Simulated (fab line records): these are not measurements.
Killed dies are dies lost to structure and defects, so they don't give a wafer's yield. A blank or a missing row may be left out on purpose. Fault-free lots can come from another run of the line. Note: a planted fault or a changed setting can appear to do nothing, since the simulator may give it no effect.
What tool caused it? :: flow gf180mcu :: 18 wafers from 6 lots sampled at 3 of the route's 602 steps

## WHAT THE GAUGES READ, wafer by wafer
GF_V5_THK_MEAS_01.
lot: L862
measured: day 26 10:13
on: film-metro-04
V5_CVD_00_THK (nm): 291 296 299

lot: L864
measured: day 27 11:50
on: film-metro-02
V5_CVD_00_THK (nm): 295 298 302

lot: L866
measured: day 28 03:03
on: film-metro-04
V5_CVD_00_THK (nm): 293 295 295

lot: L878
measured: day 31 11:21
on: film-metro-01
V5_CVD_00_THK (nm): 299 304 298

lot: L880
measured: day 31 22:33
on: film-metro-04
V5_CVD_00_THK (nm): 299 297 298

lot: L882
measured: day 32 11:12
on: film-metro-04
V5_CVD_00_THK (nm): 301 299 300

## EACH LOT AND THE TOOL THAT RAN IT (in order: tool; ch and the chambers of the sampled wafers; start)
lot: L862
GF_MIM_SPUTTER_03: pvd-sputter-04, day 24 14:12
GF_MIM_SPUTTER_09: pvd-sputter-01, day 24 14:25

lot: L864
GF_MIM_SPUTTER_03: pvd-sputter-01, day 25 18:01
GF_MIM_SPUTTER_09: pvd-sputter-01, day 25 18:14

lot: L866
GF_MIM_SPUTTER_03: pvd-sputter-01, day 26 09:01
GF_MIM_SPUTTER_09: pvd-sputter-04, day 26 09:15

lot: L878
GF_MIM_SPUTTER_03: pvd-sputter-01, day 29 21:48
GF_MIM_SPUTTER_09: pvd-sputter-04, day 29 22:01

lot: L880
GF_MIM_SPUTTER_03: pvd-sputter-01, day 30 10:05
GF_MIM_SPUTTER_09: pvd-sputter-04, day 30 10:19

lot: L882
GF_MIM_SPUTTER_03: pvd-sputter-04, day 31 00:18
GF_MIM_SPUTTER_09: pvd-sputter-03, day 31 00:31
- GF_MIM_SPUTTER_03: material Ti, target thk 10 nm, time 6.7 s.
- GF_MIM_SPUTTER_09: material TiN, target thk 35 nm, time 29.2 s.

## THE ANSWER, worked out from the rows above alone
Rule: usual is defined by the lots themselves. The widest of any qualifying gaps counts: lots, ordered by their means at a reading, are off when they make up no more than a third of the lots, leave a main group of 4 or more, and stand apart from it by 3 or more times the standard deviation of that group's means. A main group whose means are all the same, to the digits that the tables above print for the reading, isn't used. Also off: a lot with no number at a reading for which 4 or more lots have one. Where the step has rows for the other lots, those lots are counted as sound.
Nothing can be told from this: no lot is off at any reading shown.

## WHAT HAD BEEN PUT IN BY THE SIMULATOR
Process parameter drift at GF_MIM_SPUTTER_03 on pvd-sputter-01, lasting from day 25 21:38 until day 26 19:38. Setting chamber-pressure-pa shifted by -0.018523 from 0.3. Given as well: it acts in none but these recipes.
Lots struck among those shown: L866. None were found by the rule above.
